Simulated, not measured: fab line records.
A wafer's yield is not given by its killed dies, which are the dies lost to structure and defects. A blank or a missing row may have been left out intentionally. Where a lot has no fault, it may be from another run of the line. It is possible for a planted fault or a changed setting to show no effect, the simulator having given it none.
Problem report, 8D (eight disciplines) form, completed by code -- flow sky130 -- the parts of the form that need people (team, actions taken, sign-off) are left out

## 1. PROBLEM STATEMENT
At SKY_VT_ADJUST_PCH_SOFTBAKE_03, plateTempC averages 111.24 C over 6 wafers from 2 lots, while fault-free wafers read 110.00 C, standard deviation 0.13. That puts it +9.6 standard deviations away from the usual mean.
Seen first at day 13 20:44 on lithoTrack-01, wafer L841.2. At this step, 39 wafers from 13 lots have a number in the record. Rule for "out", or "out of limits": more than 4 standard deviations from the usual mean. The rest of the wafers with a number are treated as sound.

## 2. WHAT THIS IS AND IS NOT
question,is,is not
which readings at this step,"plateTempC, heaterPowerTotalW",-
which lots,"L841, L842","L829, L830, L832, L833, L834, L836, L837, L838, L848, L851, L852"
which wafers of those lots,all that have a number,-
read on which tools,lithoTrack-01,"lithoTrack-03, lithoTrack-04"
when,from day 13 20:44,"up to then (24 sound wafers); but 9 sound wafers of L848, L851, L852 came after"

## 3. SUSPECTS, AND WHAT RULES EACH OUT
Counting: a tool at a process step up to the reading stays a suspect if it ran every lot that is out and no sound lot after the first of them.
- lithoTrack-01 at SKY_VT_ADJUST_PCH_SOFTBAKE_03: kept. It processed each lot that is out, first L841 at day 13 20:44, and no sound lot thereafter; up to then, the last sound lot it processed was L838 at day 12 18:19. On those wafers its own readings are out: heaterPowerTotalW, plateTempC.
The count leaves lithoTrack-01 at SKY_VT_ADJUST_PCH_SOFTBAKE_03.

## 4. THE CAUSE (what the simulator had put in)
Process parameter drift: lithoTrack-01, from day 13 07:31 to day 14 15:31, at SKY_VT_ADJUST_PCH_SOFTBAKE_03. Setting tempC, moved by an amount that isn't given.
After counting, this tool was the only one left.

## 5. THE EFFECT CHAIN, in route order
Each row: a reading where the mean over the struck wafers with a number is more than 3 standard deviations away from the usual. Scope: only readings with a usual standard deviation given in the record; hours: median across lots of the time from each lot's start at the first step in this table that gives one to its start at this step; sigmas: change in usual standard deviations.
hours,step,reading,usual,on struck wafers,change,sigmas
0,SKY_VT_ADJUST_PCH_SOFTBAKE_03,heaterPowerTotalW,65.32 W,66.38,+1.06,+7.6
0,SKY_VT_ADJUST_PCH_SOFTBAKE_03,plateTempC,110.00 C,111.24,+1.24,+9.6
Process steps it contains:
- SKY_VT_ADJUST_PCH_SOFTBAKE_03
Later steps that measure or inspect, where all struck wafers having a row at the step show a number for every such reading and not one has moved that far: SKY_VT_ADJUST_PCH_OVL_MEAS_07.

## 6. HOW IT WOULD HAVE BEEN CAUGHT EARLIER
The fault began at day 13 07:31; the first out-of-limits reading in this record came at day 13 20:44, 13 hours later.
